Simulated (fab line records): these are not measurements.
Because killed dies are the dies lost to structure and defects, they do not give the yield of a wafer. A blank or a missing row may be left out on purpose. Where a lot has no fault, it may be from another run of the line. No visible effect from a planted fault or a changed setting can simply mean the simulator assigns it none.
fab line records	flow sky130
[record] lots = 5	wafers = 14	last_day = 49
route steps=708 shown VT_ADJUST_PCH@148 SONOS_TUNNEL@154 PAD_OPEN@708
lots that met no fault: taken from a fault-free run of the same line
start_h: hours from the record's first day to the start of the lot's first wafer shown	wait_h: hours since the lot's step before	" repeats the value in the row above	L1.1+2: one row covering several wafers at once	- no value present, or no start provided	* or withheld: withheld	< > ~ a bound
route shown NAME@n: NAME is a module with steps in the file, n the number in the route of the first one	usual: mean/standard deviation taken from wafers without a fault	same: alike in all rows	chamber/n: place in a boat	sites: readings site by site	_std_site: how widely they spread, as a standard deviation	_edge_site: inner sites' mean taken away from outer sites' mean	radius_mm: how far each site lies from the wafer's centre	mask NAME#n: copy n	behind: the last tool/chamber to shape the wafer	hold: reason for holding the lot/hours on hold/outcome of the hold	device: whichever transistor did not switch (one of n, p or np)	end of line: the route-end tests of the same wafers	step lacking rows: just its recipe	killed: at the first sort, the dies lost to defects and structure; wafer yield is something else	map: a wafer's dies, marking killed ones x, the rest . and places with no die _
set.NAME: setting as actually run; set.NAME@STEP: the setting as run at that earlier step	model.NAME: the simulator's own value behind a step, which no gauge read
certain route steps with their lots: each step a table, each wafer a row
services: the hour from which a tool's chamber was out of use, counted from the record's first day as start_h (under 0 if before that day), plus the number of hours and why
[[steps]]
[step SKY_VT_ADJUST_PCH_PEB_05]
[recipe] temp_c = 115	time_s = withheld
[step SKY_VT_ADJUST_PCH_DEVELOP_06]
[recipe] wall_angle_deg = 90	developer = TMAH	develop_time_s = 60	dev_temp_c = 23
[step SKY_VT_ADJUST_PCH_OVL_MEAS_07]
[usual] VT_ADJUST_PCH_OVL = 1.3/1.3
lot.wafer	tool	chamber	start_h	wait_h	VT_ADJUST_PCH_OVL[nm]
L613.1	overlay-01	-	244.44	-	-0.2
L613.2	"	-	"	"	0.0
L613.6	"	-	"	"	-1.1
L617.1	overlay-01	-	272.44	-	-1.0
L617.2	"	-	"	"	-0.1
L617.4	"	-	"	"	1.5
L621.3	overlay-02	-	296.55	-	2.6
L621.5	"	-	"	"	0.6
L621.6	"	-	"	"	1.5
L624.1	overlay-02	-	322.24	-	0.9
L624.5	"	-	"	"	2.2
L624.6	"	-	"	"	1.2
L627.1	overlay-01	-	346.13	-	2.3
L627.6	"	-	"	"	1.2
[step SKY_VT_ADJUST_PCH_IMPLANT_08]
[recipe] species = B	energy_kev = 10	dose_cm2 = 5e+11	tilt_deg = withheld
[step SKY_VT_ADJUST_PCH_STRIP_09]
[recipe] chemistry = O2/N2	power_w = 1400	pressure_mtorr = 1500	platen_temp_c = withheld	o2_flow_sccm = 3000	n2_flow_sccm = 300	overash_fraction = 0.5
[usual] drypump_motor_current_A = 5.52/0.13	oes_product_au = 0.722/0.0044	strip_time_to_endpoint_s = 36.93/0.11
lot.wafer	tool	chamber	start_h	wait_h	drypump_motor_current_A	oes_product_au	rf_hours_counter_h	strip_time_to_endpoint_s
L613.1	plasma_asher-04	1	244.63	0.1	5.45	0.716	12	36.85
L613.2	"	0	"	"	5.67	0.723	12	36.85
L613.6	"	0	"	"	5.66	0.716	-	36.77
L617.1	plasma_asher-02	1	272.63	0.1	5.59	0.719	45	36.91
L617.2	"	0	"	"	5.34	0.716	45	36.97
L617.4	"	1	"	"	5.59	0.722	-	36.99
L621.3	plasma_asher-04	1	296.76	0.1	5.41	0.723	-	36.91
L621.5	"	1	"	"	5.45	0.725	-	36.93
L621.6	"	0	"	"	5.65	0.730	-	36.90
L624.1	plasma_asher-02	1	322.43	0.1	5.59	0.731	49	37.10
L624.5	"	0	"	"	5.34	0.725	-	37.11
L624.6	"	1	"	"	5.59	0.719	-	37.02
L627.1	plasma_asher-02	1	346.31	0.1	5.60	0.719	52	36.92
L627.6	"	1	"	"	5.60	0.725	-	36.86
[step SKY_VT_ADJUST_PCH_TW_MEAS_10]
[usual] VT_ADJUST_PCH_TW = 142.7/1
lot.wafer	tool	chamber	start_h	wait_h	VT_ADJUST_PCH_TW
L613.1	film_metro-04	-	244.73	0.1	143.7
L613.2	"	-	"	"	144.2
L613.6	"	-	"	"	144.1
L617.1	film_metro-02	-	272.73	0.1	143.4
L617.2	"	-	"	"	143.2
L617.4	"	-	"	"	143.7
L621.3	film_metro-02	-	296.84	0.1	141.6
L621.5	"	-	"	"	141.0
L621.6	"	-	"	"	141.0
L624.1	film_metro-02	-	322.53	0.1	142.4
L624.5	"	-	"	"	141.4
L624.6	"	-	"	"	142.4
L627.1	film_metro-03	-	346.41	0.1	143.3
L627.6	"	-	"	"	143.0
[step SKY_SONOS_TUNNEL_DEHYDRATE_00]
[recipe] temp_c = 200	time_s = 60
[step SKY_SONOS_TUNNEL_HMDS_01]
[recipe] prime_time_s = 60	prime_temp_c = 120
[step SKY_SONOS_TUNNEL_COAT_02]
[recipe] resist = NOVOLAK	spin_rpm = 3000	resist_thk_nm = 1140
[step SKY_SONOS_TUNNEL_SOFTBAKE_03]
[recipe] temp_c = 90	time_s = 60	resist = NOVOLAK
[step SKY_SONOS_TUNNEL_EXPOSE_04]
[recipe] mask_id = TUNM	na = 0.6	source_shape = conventional	sigma_outer = 0.6	polarization = unpolarized	target_cd_nm = 410	dose_mj = 136
[step SKY_SONOS_TUNNEL_PEB_05]
[recipe] temp_c = withheld	time_s = *	resist = NOVOLAK
[step SKY_SONOS_TUNNEL_DEVELOP_06]
[recipe] resist = NOVOLAK	developer = TMAH	develop_time_s = 60	dev_temp_c = 23
lot.wafer	tool	chamber	start_h	wait_h
L613.1+2+6	litho_track-04	0	268.32	0.1
L617.1+2+4	litho_track-02	0	295.83	0.1
L621.3+5+6	litho_track-01	0	320.44	0.1
L624.1+5+6	litho_track-01	0	349.59	0.1
L627.1+6	litho_track-01	0	374.89	0.1
[step SKY_SONOS_TUNNEL_CD_MEAS_07]
[recipe] target_cd_nm = 410
[usual] cd_nm = 410.8/2.4
lot.wafer	tool	chamber	start_h	wait_h	cd_nm
L613.1	cd_sem-01	-	268.47	0.1	409.0
L613.2	"	-	"	"	407.8
L613.6	"	-	"	"	409.3
L617.1	cd_sem-01	-	295.98	0.1	410.2
L617.2	"	-	"	"	412.0
L617.4	"	-	"	"	411.4
L621.3	cd_sem-02	-	320.58	0.1	410.1
L621.5	"	-	"	"	406.8
L621.6	"	-	"	"	409.6
L624.1	cd_sem-01	-	349.74	0.1	411.6
L624.5	"	-	"	"	411.2
L624.6	"	-	"	"	410.5
L627.1	cd_sem-02	-	375.04	0.1	-
L627.6	"	-	"	"	414.2
[step SKY_SONOS_TUNNEL_OVL_MEAS_08]
[usual] SONOS_TUNNEL_OVL = 0.3/1.2
lot.wafer	tool	chamber	start_h	wait_h	SONOS_TUNNEL_OVL[nm]
L613.1	overlay-01	-	268.59	0.1	1.4
L613.2	"	-	"	"	0.2
L613.6	"	-	"	"	0.8
L617.1	overlay-01	-	296.10	0.1	1.3
L617.2	"	-	"	"	0.4
L617.4	"	-	"	"	1.8
L621.3	overlay-01	-	320.67	0.1	1.4
L621.5	"	-	"	"	0.4
L621.6	"	-	"	"	-0.2
L624.1	overlay-01	-	349.86	0.1	-0.7
L624.5	"	-	"	"	0.4
L624.6	"	-	"	"	-0.8
L627.1	overlay-02	-	375.16	0.1	-
L627.6	"	-	"	"	0.4
[step SKY_SONOS_TUNNEL_IMPLANT_09]
[recipe] species = B	energy_kev = 20	dose_cm2 = 1e+12	tilt_deg = withheld
[step SKY_SONOS_TUNNEL_WET_ETCH_10]
[recipe] chemistry = dHF	target_depth_nm = 14	target = SiO2	dilution = 100:1	temp_c = 25	time_s = 280
[step SKY_SONOS_TUNNEL_STRIP_11]
[recipe] chemistry = SPM	time_s = 600	temp_c = 130
[step SKY_SONOS_TUNNEL_TW_MEAS_12]
[usual] SONOS_TUNNEL_TW = 198.3/1.5
lot.wafer	tool	chamber	start_h	wait_h	SONOS_TUNNEL_TW
L613.1	film_metro-03	-	269.05	0.0	197.1
L613.2	"	-	"	"	196.9
L613.6	"	-	"	"	197.3
L617.1	film_metro-04	-	296.55	0.0	198.2
L617.2	"	-	"	"	199.2
L617.4	"	-	"	"	198.7
L621.3	film_metro-04	-	321.12	0.0	198.6
L621.5	"	-	"	"	197.3
L621.6	"	-	"	"	198.0
L624.1	film_metro-01	-	350.31	0.0	201.0
L624.5	"	-	"	"	200.2
L624.6	"	-	"	"	199.2
L627.1	film_metro-01	-	375.76	0.0	30.3
L627.6	"	-	"	"	199.4
[step SKY_SONOS_TUNNEL_CLEAN_13]
[recipe] chemistry = dHF	time_s = 20	dilution = 100:1	dry = ipa_marangoni
[step SKY_PAD_OPEN_PROBE_99]
[usual] killed_at_M0_to_M3 = 43/6.5	killed_at_M4_up = 3.2/1.8	killed_at_contacts = 26/5.2	killed_at_front_end = 16/4.8	killed_at_other = 0.3/0.6	killed_dies = 89/9.6	killed_on_rim = 17/3.7	killed_open = 48/7.1	killed_short = 40/6.4
[same] gross_dies = 492	killed_at_back_side = 0
lot.wafer	tool	chamber	start_h	wait_h	killed_at_M0_to_M3	killed_at_M4_up	killed_at_contacts	killed_at_front_end	killed_at_other	killed_dies	killed_on_rim	killed_open	killed_short
L613.1	prober-02	-	1093.28	0.1	55	5	29	17	0	106	17	58	48
L613.2	prober-02	-	1093.33	0.1	40	2	25	8	1	76	15	41	34
L613.6	prober-02	-	1093.53	0.2	37	2	25	22	1	87	17	44	42
L617.1	prober-02	-	1115.99	0.1	32	3	22	10	0	67	14	38	29
L617.2	prober-02	-	1116.04	0.1	48	4	24	24	0	100	21	50	50
L617.4	prober-02	-	1116.14	0.2	47	0	18	11	0	76	12	35	41
L621.3	prober-01	-	1134.54	0.2	45	10	21	15	0	91	23	53	38
L621.5	prober-01	-	1134.64	0.2	49	4	18	12	1	84	19	47	37
L621.6	prober-01	-	1134.69	0.2	30	3	26	18	1	78	17	41	37
L624.1	prober-02	-	1151.74	0.1	40	3	33	25	0	101	20	54	45
L624.5	prober-02	-	1151.94	0.2	42	5	32	17	0	96	21	50	44
L624.6	prober-02	-	1151.99	0.2	34	4	30	29	1	98	16	51	44
L627.1	prober-01	-	1170.27	0.1	38	5	33	416	0	492	96	39	47
// killed by level:class
L613.1 LI_CONTACT:geometric_particle:open=15 VIA1:geometric_particle:open=11 METAL2:geometric_particle:short=10 VIA1:geometric_particle:short=9 VIA2:geometric_particle:open=8 CONTACT:geometric_particle:open=6 POLY_GATE:geometric_particle:short=4 METAL3:geometric_particle:short=4
L613.2 CONTACT:geometric_particle:open=9 VIA1:geometric_particle:open=7 LI_CONTACT:geometric_particle:open=7 VIA2:geometric_particle:open=7 CONTACT:geometric_particle:short=6 METAL1:geometric_particle:short=5 VIA1:geometric_particle:short=5 METAL2:geometric_particle:short=4
L613.6 CONTACT:geometric_particle:open=9 VIA1:geometric_particle:open=8 POLY_GATE:geometric_particle:short=7 CONTACT:geometric_particle:short=7 VIA3:geometric_particle:open=7 VIA2:geometric_particle:open=7 FIELD_ISO:geometric_particle:short=5 LI_CONTACT:geometric_particle:short=4
L617.1 VIA1:geometric_particle:open=13 CONTACT:geometric_particle:open=10 VIA1:geometric_particle:short=5 LI_CONTACT:geometric_particle:open=4 METAL2:geometric_particle:short=4 FIELD_ISO:geometric_particle:open=3 LI_CONTACT:geometric_particle:short=3 CONTACT:geometric_particle:short=3
L617.2 VIA1:geometric_particle:open=9 VIA2:geometric_particle:open=8 VIA3:geometric_particle:open=8 VIA2:geometric_particle:short=7 METAL2:geometric_particle:short=7 FIELD_ISO:geometric_particle:open=6 POLY_GATE:geometric_particle:short=6 CONTACT:geometric_particle:open=6
L617.4 VIA2:geometric_particle:open=10 LI_CONTACT:geometric_particle:short=7 VIA2:geometric_particle:short=6 CONTACT:geometric_particle:open=6 VIA1:geometric_particle:open=6 METAL2:geometric_particle:short=6 VIA1:geometric_particle:short=5 METAL3:geometric_particle:short=4
L621.3 VIA2:geometric_particle:open=12 VIA1:geometric_particle:open=10 METAL4:geometric_particle:short=7 LI_CONTACT:geometric_particle:open=5 LOCAL_INTERCONNECT:geometric_particle:short=5 CONTACT:geometric_particle:open=5 FIELD_ISO:geometric_particle:open=4 POLY_GATE:geometric_particle:short=4
L621.5 CONTACT:geometric_particle:open=10 VIA1:geometric_particle:open=9 VIA3:geometric_particle:open=7 VIA3:geometric_particle:short=6 METAL2:geometric_particle:short=5 METAL1:geometric_particle:short=5 VIA1:geometric_particle:short=5 LI_CONTACT:geometric_particle:open=4
L621.6 CONTACT:geometric_particle:open=8 LI_CONTACT:geometric_particle:open=7 VIA2:geometric_particle:open=7 POLY_GATE:geometric_particle:open=5 CONTACT:geometric_particle:short=5 METAL1:geometric_particle:short=4 LI_CONTACT:geometric_particle:short=4 VIA1:geometric_particle:open=4
L624.1 CONTACT:geometric_particle:open=10 FIELD_ISO:geometric_particle:open=9 LOCAL_INTERCONNECT:geometric_particle:short=8 CONTACT:geometric_particle:short=7 VIA3:geometric_particle:open=7 VIA1:geometric_particle:open=6 POLY_GATE:geometric_particle:short=5 POLY_GATE:geometric_particle:open=5
L624.5 METAL2:geometric_particle:short=12 LI_CONTACT:geometric_particle:open=12 VIA1:geometric_particle:open=11 CONTACT:geometric_particle:open=8 LOCAL_INTERCONNECT:geometric_particle:short=5 FIELD_ISO:geometric_particle:open=4 POLY_GATE:geometric_particle:open=4 VIA1:geometric_particle:short=4
L624.6 CONTACT:geometric_particle:open=14 CONTACT:geometric_particle:short=9 FIELD_ISO:geometric_particle:open=8 FIELD_ISO:geometric_particle:short=7 POLY_GATE:geometric_particle:open=7 VIA3:geometric_particle:open=6 METAL1:geometric_particle:short=6 VIA2:geometric_particle:open=5
L627.1 SONOS_TUNNEL:area_develop=406 LI_CONTACT:geometric_particle:open=9 VIA1:geometric_particle:open=9 CONTACT:geometric_particle:short=7 CONTACT:geometric_particle:open=7 VIA1:geometric_particle:short=7 LOCAL_INTERCONNECT:geometric_particle:short=6 VIA2:geometric_particle:open=6
// map L627.1 (x killed, . not)
__________xxxxxxxxxx_________
________xxxxxxxxxxxxxx_______
______xxxxxxxxxxxxxxxxxx_____
_____xxxxxxxxxxxxxxxxxxxx____
____xxxxxxxxxxxxxxxxxxxxxx___
___xxxxxxxxxxxxxxxxxxxxxxxx__
__xxxxxxxxxxxxxxxxxxxxxxxxxx_
_xxxxxxxxxxxxxxxxxxxxxxxxxxxx
_xxxxxxxxxxxxxxxxxxxxxxxxxxxx
_xxxxxxxxxxxxxxxxxxxxxxxxxxxx
_xxxxxxxxxxxxxxxxxxxxxxxxxxxx
_xxxxxxxxxxxxxxxxxxxxxxxxxxxx
_xxxxxxxxxxxxxxxxxxxxxxxxxxxx
_xxxxxxxxxxxxxxxxxxxxxxxxxxxx
_xxxxxxxxxxxxxxxxxxxxxxxxxxxx
__xxxxxxxxxxxxxxxxxxxxxxxxxx_
___xxxxxxxxxxxxxxxxxxxxxxxx__
____xxxxxxxxxxxxxxxxxxxxxx___
_____xxxxxxxxxxxxxxxxxxxx____
______xxxxxxxxxxxxxxxxxx_____
________xxxxxxxxxxxxxx_______
__________xxxxxxxxxx_________
// map L621.3 (x killed, . not)
__________.....xxx.._________
________....xx.....x.._______
______...x...x.........._____
_____............x..x....____
____xx.x...x..x.......xxx.___
___xxx...x..x..x...........__
__.x..................x....._
_x....x.......x...........x..
_...........x.........x...x..
_........x.....x....x.......x
_...........x....x.....x.....
_.....x....x...x.......x...x.
_.............xxxx..........x
_...x.x........x....x.x..x.x.
_...x.x...x....x.............
__.x...x......x..x.x........_
___.....x.x.x......x.......__
____...x.x......x....x.x..___
_____.............xxx....____
______.x......x...x..x.._____
________.xx...x..x.x.._______
__________.xx..x.x.._________
[[services]]
tool	chamber	start_h	hours	kind
plasma_asher-04	-	231.82	2.7	repair
plasma_asher-02	-	335.01	0.8	repair
[[key]]
[first_sign] step = SKY_SONOS_TUNNEL_CD_MEAS_07	reading = cd_nm	direction = missing
[effect] step = SKY_SONOS_TUNNEL_OVL_MEAS_08	reading = SONOS_TUNNEL_OVL	direction = missing
[effect] step = SKY_SONOS_TUNNEL_TW_MEAS_12	reading = SONOS_TUNNEL_TW	direction = down	sigmas = 99+	usual = 198.3	struck = 30.3
[effect] step = SKY_PAD_OPEN_PROBE_99	reading = killed_at_front_end	direction = up	sigmas = 83	usual = 16	struck = 416
[more_kills_born_at] SKY_SONOS_TUNNEL_DEVELOP_06@litho_track-01 = 406
met_at SKY_SONOS_TUNNEL_DEVELOP_06
struck_wafers L627.1
later_rows_left_out L627.1
tester_left_out L627
onset_between 349.59 374.89
[fault] kind = process_parameter_drift	tool = litho_track-01	chamber = -	onset_h = 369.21	steps = SKY_SONOS_TUNNEL_DEVELOP_06	channel = develop_time_s	offset = *	shape = step	end_h = 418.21	scope = struck_wafers_only	acts_in = *	stated = *
// tester_left_out: of these lots the tester's yield and bins aren't shown, on N5 and GAA mostly nor the transistor test; their killed dies are dies lost to structure and defects alone, not to doping, threshold or leakage, so they don't give the yield
// later_rows_left_out: the simulator's readings of these wafers behind a module that went badly wrong aren't trusted and aren't shown, but for the sort
